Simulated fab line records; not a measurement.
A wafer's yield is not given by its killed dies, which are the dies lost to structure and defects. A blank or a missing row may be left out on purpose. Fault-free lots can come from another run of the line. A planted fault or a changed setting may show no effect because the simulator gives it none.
Split-lot experiment | flow sky130 | 23 wafers read from 5 lots, route of 708 steps

## ON THE SPLIT
At SKY_VIA2_CMP_02 (polishes SiO2), the setting leave_above_ref_nm was moved away from the recipe's 495 nm on 5 of the 23 wafers read, by -3.4% to +4.5%. This setting was run at the recipe's value on the other wafers.

## FROM THE SPLIT TO THE READING: what the file shows between them, 4 steps
- SKY_VIA2_SOFTBAKE_08: time 90 s (also split here: time_s)
- SKY_VIA2_EXPOSE_09: exposes mask VIM2, target cd 200 nm
- SKY_VIA2_PEB_10
- SKY_VIA2_ETCH_14: etches BARC in N2/H2, stops on SiO2, time 45.9 s, target depth 60 nm

## THE READING
oes_product_au, in a.u., at SKY_VIA2_ETCH_15 (etches SiO2 in C4F8/O2/Ar, stops on TiN, target depth 546 nm, time 84 s). Typical for fault-free wafers on this fab line: 0.939 a.u., with standard deviation 0.0049 a.u.

wafer  | tool, chamber at the split | leave_above_ref_nm as run, nm | against the recipe | oes_product_au, a.u. | against lot-mates on the recipe
L074.1 | cmp-02, 1                  | 495                           | recipe             | 0.938                | -
L074.2 | cmp-02, 3                  | 478                           | -3.4%              | 0.912                | -0.027
L074.4 | cmp-02, 2                  | 495                           | recipe             | 0.940                | -
L074.5 | cmp-02, 1                  | 478                           | -3.4%              | 0.921                | -0.018
L074.6 | cmp-02, 2                  | 478                           | -3.4%              | 0.926                | -0.013
L078.1 | cmp-02, 0                  | 495                           | recipe             | 0.936                | -
L078.2 | cmp-02, 2                  | 495                           | recipe             | 0.944                | -
L078.3 | cmp-02, 3                  | 495                           | recipe             | 0.940                | -
L078.5 | cmp-02, 1                  | 495                           | recipe             | 0.947                | -
L078.6 | cmp-02, 2                  | 495                           | recipe             | 0.941                | -
L079.1 | cmp-01, 3                  | 495                           | recipe             | 0.943                | -
L079.4 | cmp-01, 1                  | 495                           | recipe             | 0.933                | -
L079.5 | cmp-01, 3                  | 495                           | recipe             | 0.943                | -
L080.1 | cmp-02, 3                  | 495                           | recipe             | 0.937                | -
L080.2 | cmp-02, 2                  | 495                           | recipe             | 0.934                | -
L080.4 | cmp-02, 1                  | 495                           | recipe             | 0.933                | -
L080.5 | cmp-02, 1                  | 495                           | recipe             | 0.944                | -
L080.6 | cmp-02, 0                  | 495                           | recipe             | 0.937                | -
L082.2 | cmp-02, 0                  | 517.5                         | +4.5%              | 0.961                | +0.027
L082.3 | cmp-02, 3                  | 495                           | recipe             | 0.937                | -
L082.4 | cmp-02, 1                  | 517.5                         | +4.5%              | 0.971                | +0.037
L082.5 | cmp-02, 3                  | 495                           | recipe             | 0.930                | -
L082.6 | cmp-02, 2                  | 495                           | recipe             | 0.935                | -

THE FIT
A straight line over all 23 wafers: oes_product_au changes by +0.00579 a.u. for each +1% of leave_above_ref_nm; r = +0.91; the points scatter about the line by 0.005 a.u.
The same after taking each lot's own level away (the mean of its wafers on the recipe; 23 wafers): +0.0064 a.u. for each +1%; r = +0.94; scatter 0.0045 a.u.
Per that fit: largest leave_above_ref_nm move, reading shift of 0.029 a.u.
From 0.9340 to 0.9416 a.u.: that is the span of the lots' own levels, equal to 1.6 times the standard deviation above.
So the lot-to-lot level changes the slope little: the two slopes agree.
Check: +0.0309 a.u. against its lot-mates is what the line predicts for one of the wafers moved furthest among these (+4.5%) when that wafer is left out of the fit. It came out at +0.027 a.u. against them.

## OTHER SPLITS ON THESE WAFERS
Before the reading, these wafers also passed through other splits. Each is held against what the fit with the lots' levels taken away leaves over:
other split on the same wafers             | wafers away from the commonest value | r with oes_product_au (lot level and that fit taken away)
SKY_CONTACT_SPUTTER_23 chamber_pressure_pa | 5                                    | +0.07
SKY_METAL1_SPUTTER_01 time_s               | 7                                    | +0.09
SKY_METAL1_DEVELOP_14 dev_temp_c           | 9                                    | -0.40
SKY_VIA1_HDPCVD_00 sih4_flow_sccm          | 6                                    | -0.08
SKY_VIA1_SPUTTER_20 time_s                 | 6                                    | +0.06
SKY_METAL2_SPUTTER_02 power_w              | 7                                    | +0.21
SKY_VIA2_SOFTBAKE_08 time_s                | 4                                    | +0.21

## THE WHOLE CHAIN: every reading that the file lists as answering this split, in the file's order
step             | what it does                                                            | reading                                                                        | change (the file's fit)                   | r (the file's)
SKY_VIA2_CMP_02  | polishes SiO2                                                           | SiO2_of_VIA2_HDPCVD_00.thk_nm (the simulator's own value, which no gauge read) | +5.16 nm for each +1% of the setting      | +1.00
SKY_VIA2_ETCH_15 | etches SiO2 in C4F8/O2/Ar, stops on TiN, target depth 546 nm, time 84 s | oes_product_au                                                                 | +0.00644 a.u. for each +1% of the setting | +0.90
SKY_VIA2_ETCH_15 | etches SiO2 in C4F8/O2/Ar, stops on TiN, target depth 546 nm, time 84 s | VIA2.feature_depth_nm (the simulator's own value, which no gauge read)         | +5.14 nm for each +1% of the setting      | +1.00

## FILE'S OWN FIT
oes_product_au changes by +0.00644 a.u. for each +1% of leave_above_ref_nm, r = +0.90.
